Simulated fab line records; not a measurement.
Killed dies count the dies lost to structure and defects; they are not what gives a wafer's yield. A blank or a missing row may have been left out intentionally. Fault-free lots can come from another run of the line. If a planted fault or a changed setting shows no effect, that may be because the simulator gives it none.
fab line records	flow sky130
record: lots: 13	wafers: 39	last_day: 50
route steps=708 shown LDD_P@263 LDD_LDN@293 POLY_CUT@317 SD_P@328 PAD_OPEN@708
lots that met no fault: taken from a fault-free run of the same line
start_h: hours from the record's opening day to when the first of the lot's shown wafers began	wait_h: how many hours have passed since the lot's step before this one	" unchanged from the row above	L1.1+2: one row covering several wafers at once	- value missing, or start not given	* or withheld: withheld	< > ~ a bound
route shown NAME@n: names a module that has steps shown in the file, with the first one's number in the route	usual: mean and standard deviation over wafers with no fault	same: alike in all rows	chamber/n: place in a boat	sites: the reading at each site	_std_site: how widely they spread, as a standard deviation	_edge_site: mean of outer sites minus mean of inner sites	radius_mm: for every site, how far away it sits from the centre of the wafer	mask NAME#n: copy n	behind: the most recent tool/chamber to have shaped the wafer	hold: what put the lot on hold/how long, in hours/how the hold closed	device: which transistor (n, p or np) failed to switch	end of line: at the end of the route, the tests of the same wafers	step lacking rows: just its recipe	killed: dies lost to structure and defects at the first sort, not the wafer's yield	map: the dies of a wafer, with x for killed, . for not killed, _ for no die there
set.NAME: the setting as run; set.NAME@STEP: as run at that earlier step	model.NAME: the simulator's own value behind a step, which no gauge read
steps of the route over a sample of lots; a table a step, a row a wafer
services: when a tool's chamber went out of use (start_h, in hours from the record's first day, below 0 if earlier), for how many hours, and the reason
== steps ==
step: SKY_LDD_P_OVL_MEAS_08
usual: LDD_P_OVL: -0.4/1
lot.wafer	tool	chamber	start_h	wait_h	LDD_P_OVL[nm]
L669.2	overlay-01	-	439.96	0.1	0.3
L669.3	"	-	"	"	-1.1
L669.4	"	-	"	"	-0.2
L674.1	overlay-01	-	485.46	0.1	0.0
L674.2	"	-	"	"	-0.1
L674.6	"	-	"	"	-0.6
L675.3	overlay-01	-	487.30	0.1	0.7
L675.5	"	-	"	"	-0.9
L675.6	"	-	"	"	-0.4
L676.2	overlay-02	-	520.09	0.1	0.5
L676.5	"	-	"	"	2.6
L676.6	"	-	"	"	2.3
L677.1	overlay-01	-	530.14	0.1	-0.4
L677.2	"	-	"	"	-0.8
L677.3	"	-	"	"	-0.3
L679.1	overlay-01	-	537.79	0.1	-2.8
L679.2	"	-	"	"	-1.0
L679.3	"	-	"	"	-0.3
L684.1	overlay-02	-	577.06	0.1	-1.0
L684.3	"	-	"	"	0.4
L684.6	"	-	"	"	-0.5
L686.3	overlay-02	-	591.57	0.1	0.3
L686.4	"	-	"	"	-2.2
L686.5	"	-	"	"	-0.9
L687.1	overlay-01	-	593.81	0.1	0.5
L687.4	"	-	"	"	-0.4
L687.5	"	-	"	"	0.6
L689.3	overlay-01	-	610.07	0.1	1.5
L689.4	"	-	"	"	-1.8
L689.6	"	-	"	"	0.1
L690.1	overlay-02	-	617.61	0.1	-0.3
L690.5	"	-	"	"	-0.5
L690.6	"	-	"	"	-0.2
L691.2	overlay-01	-	629.39	0.1	0.1
L691.3	"	-	"	"	-0.4
L691.5	"	-	"	"	0.1
L692.1	overlay-01	-	633.16	0.1	1.1
L692.5	"	-	"	"	0.6
L692.6	"	-	"	"	1.1
step: SKY_LDD_LDN_EXPOSE_04
recipe: mask_id: LDNTM	na: 0.6	source_shape: conventional	sigma_outer: 0.6	polarization: unpolarized	target_cd_nm: 700	dose_mj: 140
same: na: 0.6
lot.wafer	tool	chamber	start_h	wait_h	mask
L669.2+3+4	iline_stepper-01	0	517.91	-	LDNTM#0
L674.1+2+6	iline_stepper-01	0	562.72	-	LDNTM#0
L675.3+5+6	iline_stepper-01	0	564.83	-	LDNTM#0
L676.2+5+6	iline_stepper-01	0	596.00	-	LDNTM#0
L677.1+2+3	iline_stepper-02	0	606.14	-	LDNTM#0
L679.1+2+3	iline_stepper-01	0	613.81	-	LDNTM#0
L684.1+3+6	iline_stepper-02	0	650.82	-	LDNTM_R1#0
L686.3+4+5	iline_stepper-02	0	663.31	-	LDNTM#0
L687.1+4+5	iline_stepper-02	0	666.97	-	LDNTM#0
L689.3+4+6	iline_stepper-01	0	681.75	-	LDNTM#0
L690.1+5+6	iline_stepper-01	0	689.77	-	LDNTM#0
L691.2+3+5	iline_stepper-01	0	701.09	-	LDNTM#0
L692.1+5+6	iline_stepper-02	0	703.99	-	LDNTM#0
step: SKY_POLY_CUT_ETCH_10
recipe: chemistry: N2/H2	target: BARC	ion_energy_ev: 200	source_w: 500	bias_w: 100	pressure_mtorr: 30	n2_flow_sccm: 100	h2_flow_sccm: 200	stop_on: SiO2	time_s: 45.9	target_depth_a: 600
usual: drypump_motor_current_A: 5.7/0.64	oes_product_au: 0.855/0.0053	throttle_valve_pct: 13.225/0.0088
lot.wafer	tool	chamber	start_h	wait_h	drypump_motor_current_A	oes_product_au	rf_hours_counter_h	throttle_valve_pct
L669.2	rie_diel-03	0	566.77	0.0	6.0	0.852	2	13.205
L669.3	"	3	"	"	6.0	0.856	17	13.239
L669.4	"	2	"	"	6.3	0.853	11	13.230
L674.1	rie_diel-01	3	610.69	0.0	4.8	0.848	45	13.215
L674.2	"	0	"	"	6.4	0.851	6	13.233
L674.6	"	3	"	"	4.8	0.862	-	13.223
L675.3	rie_diel-03	2	612.04	0.0	6.3	0.847	12	13.236
L675.5	"	0	"	"	6.0	0.862	-	13.213
L675.6	"	1	"	"	4.8	0.862	-	13.223
L676.2	rie_diel-01	1	642.94	0.0	6.2	0.854	9	13.238
L676.5	"	1	"	"	6.2	0.854	-	13.233
L676.6	"	2	"	"	5.5	0.858	-	13.237
L677.1	rie_diel-01	3	653.34	0.0	4.8	0.854	46	13.210
L677.2	"	0	"	"	6.5	0.849	7	13.238
L677.3	"	2	"	"	5.5	0.862	14	13.217
L679.1	rie_diel-03	2	660.02	0.0	6.4	0.856	14	13.244
L679.2	"	3	"	"	6.0	0.862	19	13.221
L679.3	"	1	"	"	4.8	0.849	14	13.227
L684.1	rie_diel-04	1	697.67	0.0	5.7	0.854	1	13.229
L684.3	"	3	"	"	5.0	0.850	3	13.225
L684.6	"	3	"	"	5.0	0.843	-	13.222
L686.3	rie_diel-03	1	707.87	0.0	4.8	0.859	15	13.221
L686.4	"	3	"	"	6.0	0.864	-	13.215
L686.5	"	2	"	"	6.4	0.858	-	13.231
L687.1	rie_diel-01	2	710.44	0.0	5.5	0.844	15	13.223
L687.4	"	1	"	"	6.3	0.849	11	13.223
L687.5	"	3	"	"	4.9	0.867	-	13.228
L689.3	rie_diel-01	0	727.27	0.0	6.5	0.859	9	13.222
L689.4	"	3	"	"	4.8	0.861	48	13.211
L689.6	"	0	"	"	6.5	0.854	-	13.238
L690.1	rie_diel-01	2	734.91	0.0	5.5	0.854	15	13.222
L690.5	"	0	"	"	6.4	0.847	-	13.226
L690.6	"	1	"	"	6.3	0.854	-	13.228
L691.2	rie_diel-01	1	745.54	0.0	6.3	0.854	12	13.215
L691.3	"	2	"	"	5.5	0.854	16	13.239
L691.5	"	3	"	"	4.8	0.853	-	13.222
L692.1	rie_diel-04	3	749.24	0.0	5.0	0.858	4	13.228
L692.5	"	2	"	"	5.5	0.850	-	13.231
L692.6	"	0	"	"	5.3	0.858	-	13.228
step: SKY_SD_P_OVL_MEAS_08
usual: SD_P_OVL: -0.1/1.5
lot.wafer	tool	chamber	start_h	wait_h	SD_P_OVL[nm]
L669.2	overlay-02	-	597.66	0.1	-1.3
L669.3	"	-	"	"	-1.5
L669.4	"	-	"	"	-1.6
L674.1	overlay-01	-	639.66	0.1	2.6
L674.2	"	-	"	"	3.9
L674.6	"	-	"	"	-0.1
L675.3	overlay-02	-	641.17	0.1	0.7
L675.5	"	-	"	"	-2.3
L675.6	"	-	"	"	-2.3
L676.2	overlay-01	-	670.64	0.1	2.2
L676.5	"	-	"	"	-0.9
L676.6	"	-	"	"	0.1
L677.1	overlay-01	-	681.31	0.1	0.4
L677.2	"	-	"	"	-0.9
L677.3	"	-	"	"	-0.9
L679.1	overlay-02	-	688.16	0.1	-2.1
L679.2	"	-	"	"	0.3
L679.3	"	-	"	"	-0.4
L684.1	overlay-01	-	726.26	0.1	0.6
L684.3	"	-	"	"	-0.7
L684.6	"	-	"	"	0.0
L686.3	overlay-02	-	735.64	0.1	0.0
L686.4	"	-	"	"	-1.1
L686.5	"	-	"	"	-1.2
L687.1	overlay-02	-	739.26	0.1	0.0
L687.4	"	-	"	"	-0.1
L687.5	"	-	"	"	2.2
L689.3	overlay-01	-	754.82	0.1	1.4
L689.4	"	-	"	"	0.4
L689.6	"	-	"	"	0.6
L690.1	overlay-02	-	762.04	0.1	-0.3
L690.5	"	-	"	"	1.4
L690.6	"	-	"	"	0.8
L691.2	overlay-01	-	772.44	0.1	-0.7
L691.3	"	-	"	"	1.7
L691.5	"	-	"	"	1.2
L692.1	overlay-01	-	775.91	0.1	-1.1
L692.5	"	-	"	"	0.4
L692.6	"	-	"	"	-2.2
step: SKY_PAD_OPEN_PROBE_99
usual: killed_at_M0_to_M3: 44/8.6	killed_at_M4_up: 3.4/1.9	killed_at_contacts: 23/5.7	killed_at_front_end: 15/4.5	killed_at_other: 0.4/0.62	killed_dies: 86/11	killed_on_rim: 17/4.5	killed_open: 46/7.6	killed_short: 39/6.3
same: gross_dies: 492	killed_at_back_side: 0
lot.wafer	tool	chamber	start_h	wait_h	killed_at_M0_to_M3	killed_at_M4_up	killed_at_contacts	killed_at_front_end	killed_at_other	killed_dies	killed_on_rim	killed_open	killed_short
L674.1	prober-02	-	1115.99	0.1	51	6	21	13	0	91	22	43	48
L674.2	prober-02	-	1116.04	0.1	43	4	29	13	2	91	22	47	44
L674.6	prober-02	-	1116.24	0.2	33	1	30	17	0	81	15	43	38
L684.1	prober-01	-	1176.64	0.1	40	3	19	115	0	177	60	47	33
L684.3	prober-01	-	1176.74	0.2	36	5	19	107	0	167	65	35	43
L684.6	prober-01	-	1176.89	0.2	28	3	21	90	0	142	52	38	25
L686.3	prober-01	-	1180.24	0.2	54	5	27	7	0	93	12	49	44
L686.4	prober-01	-	1180.29	0.2	39	8	20	20	0	87	19	46	41
L686.5	prober-01	-	1180.34	0.2	50	2	23	9	0	84	19	47	37
L687.1	prober-02	-	1185.05	0.1	66	4	27	17	0	114	26	67	47
L687.4	prober-02	-	1185.20	0.2	38	2	28	21	0	89	15	49	40
L687.5	prober-02	-	1185.25	0.2	39	2	24	9	0	74	16	41	33
L689.3	prober-02	-	1190.81	0.2	46	2	29	13	1	91	20	53	37
L689.4	prober-02	-	1190.86	0.2	33	0	18	21	1	73	10	38	35
L689.6	prober-02	-	1190.96	0.2	43	7	29	16	0	95	20	49	44
L690.1	prober-01	-	1194.92	0.1	36	0	33	8	1	78	11	35	43
L690.5	prober-01	-	1195.12	0.2	37	2	18	9	0	66	17	28	38
L690.6	prober-01	-	1195.17	0.2	35	1	23	14	0	73	17	39	34
killed by level:class
L674.1 VIA1:geometric_particle:open=8 METAL2:geometric_particle:short=8 CONTACT:geometric_particle:open=8 VIA1:geometric_particle:short=7 VIA3:geometric_particle:open=7 VIA2:geometric_particle:open=6 LOCAL_INTERCONNECT:geometric_particle:short=5 METAL1:geometric_particle:short=5
L674.2 VIA1:geometric_particle:open=10 CONTACT:geometric_particle:open=10 CONTACT:geometric_particle:short=8 METAL2:geometric_particle:short=7 VIA2:geometric_particle:open=6 POLY_GATE:geometric_particle:short=5 LI_CONTACT:geometric_particle:open=5 VIA1:geometric_particle:short=5
L674.6 CONTACT:geometric_particle:open=9 CONTACT:geometric_particle:short=8 VIA1:geometric_particle:open=7 LOCAL_INTERCONNECT:geometric_particle:short=6 METAL1:geometric_particle:short=6 VIA3:geometric_particle:open=6 POLY_GATE:geometric_particle:open=5 POLY_GATE:geometric_particle:short=5
L684.1 LDD_LDN:area_expose=97 CONTACT:geometric_particle:open=10 VIA1:geometric_particle:open=10 VIA3:geometric_particle:open=7 METAL1:geometric_particle:short=6 POLY_GATE:geometric_particle:open=5 FIELD_ISO:geometric_particle:open=4 LI_CONTACT:geometric_particle:open=4
L684.3 LDD_LDN:area_expose=89 VIA1:geometric_particle:open=11 METAL1:geometric_particle:short=8 CONTACT:geometric_particle:open=6 METAL2:geometric_particle:short=6 FIELD_ISO:geometric_particle:open=5 POLY_GATE:geometric_particle:short=4 LI_CONTACT:geometric_particle:short=4
L684.6 LDD_LDN:area_expose=79 CONTACT:geometric_particle:open=7 VIA1:geometric_particle:open=6 LI_CONTACT:geometric_particle:open=5 CONTACT:geometric_particle:short=4 VIA2:geometric_particle:open=4 VIA3:geometric_particle:short=4 POLY_GATE:geometric_particle:open=3
L686.3 VIA1:geometric_particle:open=14 VIA3:geometric_particle:open=11 LI_CONTACT:geometric_particle:open=8 CONTACT:geometric_particle:open=8 METAL1:geometric_particle:short=6 LOCAL_INTERCONNECT:geometric_particle:short=5 VIA2:geometric_particle:open=5 VIA3:geometric_particle:short=5
L686.4 VIA1:geometric_particle:open=8 VIA3:geometric_particle:open=6 FIELD_ISO:geometric_particle:short=5 CONTACT:geometric_particle:open=5 POLY_GATE:geometric_particle:open=4 LI_CONTACT:geometric_particle:open=4 METAL1:geometric_particle:short=4 VIA2:geometric_particle:open=4
L686.5 VIA2:geometric_particle:open=10 CONTACT:geometric_particle:open=9 VIA1:geometric_particle:open=9 LI_CONTACT:geometric_particle:open=6 METAL1:geometric_particle:short=6 METAL2:geometric_particle:short=6 CONTACT:geometric_particle:short=5 VIA1:geometric_particle:short=4
L687.1 VIA1:geometric_particle:open=16 CONTACT:geometric_particle:open=13 METAL2:geometric_particle:short=11 VIA3:geometric_particle:open=11 POLY_GATE:geometric_particle:short=7 VIA2:geometric_particle:open=7 LI_CONTACT:geometric_particle:open=6 VIA1:geometric_particle:short=5
L687.4 VIA3:geometric_particle:open=9 FIELD_ISO:geometric_particle:open=8 CONTACT:geometric_particle:short=8 VIA1:geometric_particle:open=8 LI_CONTACT:geometric_particle:open=7 CONTACT:geometric_particle:open=5 VIA2:geometric_particle:open=5 FIELD_ISO:geometric_particle:short=4
L687.5 VIA1:geometric_particle:open=11 LI_CONTACT:geometric_particle:open=8 CONTACT:geometric_particle:open=7 METAL2:geometric_particle:short=6 VIA2:geometric_particle:open=4 VIA3:geometric_particle:short=4 LOCAL_INTERCONNECT:geometric_particle:short=3 CONTACT:geometric_particle:short=3
L689.3 VIA1:geometric_particle:open=15 CONTACT:geometric_particle:open=11 LI_CONTACT:geometric_particle:open=8 VIA3:geometric_particle:open=6 METAL3:geometric_particle:short=5 VIA3:geometric_particle:short=5 CONTACT:geometric_particle:short=4 FIELD_ISO:geometric_particle:open=3
L689.4 METAL1:geometric_particle:short=10 CONTACT:geometric_particle:open=8 FIELD_ISO:geometric_particle:open=7 VIA1:geometric_particle:open=6 POLY_GATE:geometric_particle:open=5 FIELD_ISO:geometric_particle:short=4 CONTACT:geometric_particle:short=4 VIA3:geometric_particle:open=4
L689.6 CONTACT:geometric_particle:open=12 VIA1:geometric_particle:open=10 METAL4:geometric_particle:short=7 VIA1:geometric_particle:short=7 FIELD_ISO:geometric_particle:short=6 VIA3:geometric_particle:open=6 LOCAL_INTERCONNECT:geometric_particle:open=5 LOCAL_INTERCONNECT:geometric_particle:short=5
L690.1 LI_CONTACT:geometric_particle:open=9 CONTACT:geometric_particle:open=9 METAL1:geometric_particle:short=7 LOCAL_INTERCONNECT:geometric_particle:short=6 LI_CONTACT:geometric_particle:short=6 METAL2:geometric_particle:short=6 VIA3:geometric_particle:short=4 VIA1:geometric_particle:open=3
L690.5 VIA2:geometric_particle:open=8 FIELD_ISO:geometric_particle:short=6 VIA1:geometric_particle:open=6 LI_CONTACT:geometric_particle:open=5 CONTACT:geometric_particle:short=5 LOCAL_INTERCONNECT:geometric_particle:short=4 METAL1:geometric_particle:short=4 VIA1:geometric_particle:short=4
L690.6 CONTACT:geometric_particle:open=11 VIA2:geometric_particle:open=7 LI_CONTACT:geometric_particle:open=6 VIA1:geometric_particle:open=6 METAL1:geometric_particle:short=5 METAL3:geometric_particle:short=4 LOCAL_INTERCONNECT:geometric_particle:short=4 VIA3:geometric_particle:open=4
== services ==
tool	chamber	start_h	hours	kind
rie_diel-04	-	503.20	0.2	repair
rie_diel-01	3	530.75	10.5	repair
rie_diel-01	-	544.24	28.1	pm
rie_diel-01	1	590.90	3.9	repair
rie_diel-03	-	593.11	2.8	pm
rie_diel-04	1	607.95	8.3	repair
iline_stepper-01	-	619.67	1.7	pm
rie_diel-04	-	620.78	0.4	repair
iline_stepper-01	-	622.93	1.3	repair
rie_diel-01	0	630.89	22.3	repair
rie_diel-03	1	634.90	7.0	repair
iline_stepper-02	-	638.26	1.7	pm
rie_diel-04	-	656.99	0.7	repair
rie_diel-01	3	657.14	6.1	repair
rie_diel-04	1	657.91	6.3	repair
rie_diel-04	2	664.00	4.5	repair
iline_stepper-01	0	669.64	-	calibration
iline_stepper-02	0	679.51	-	calibration
rie_diel-01	2	686.81	7.9	repair
rie_diel-03	0	699.54	9.1	repair
rie_diel-04	1	701.45	7.3	repair
rie_diel-03	2	715.08	4.6	repair
rie_diel-04	1	723.94	35.9	repair
rie_diel-03	0	747.43	3.6	repair
== key ==
first_sign: step: SKY_LDD_LDN_EXPOSE_04	reading: mask	direction: changed
effect: step: SKY_PAD_OPEN_PROBE_99	reading: killed_at_front_end	direction: up	sigmas: 20	usual: 15	struck: 104
more_kills_born_at: SKY_LDD_LDN_EXPOSE_04@iline_stepper-02: 265
met_at SKY_LDD_LDN_EXPOSE_04
struck_lots L684
tester_left_out L684
not_acting_at SKY_LDD_P_OVL_MEAS_08,SKY_POLY_CUT_ETCH_10,SKY_SD_P_OVL_MEAS_08
onset_between 606.14 650.82
fault: kind: wrong_mask	tool: any	chamber: -	onset_h: 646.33	steps: SKY_LDD_LDN_EXPOSE_04	aux_copy: LDNTM_R1#0	cd_offset_nm: 105	scope: struck_lots_only
tester_left_out: of these lots the tester's yield and bins aren't shown, on N5 and GAA mostly nor the transistor test; their killed dies are dies lost to structure and defects alone, not to doping, threshold or leakage, so they don't give the yield
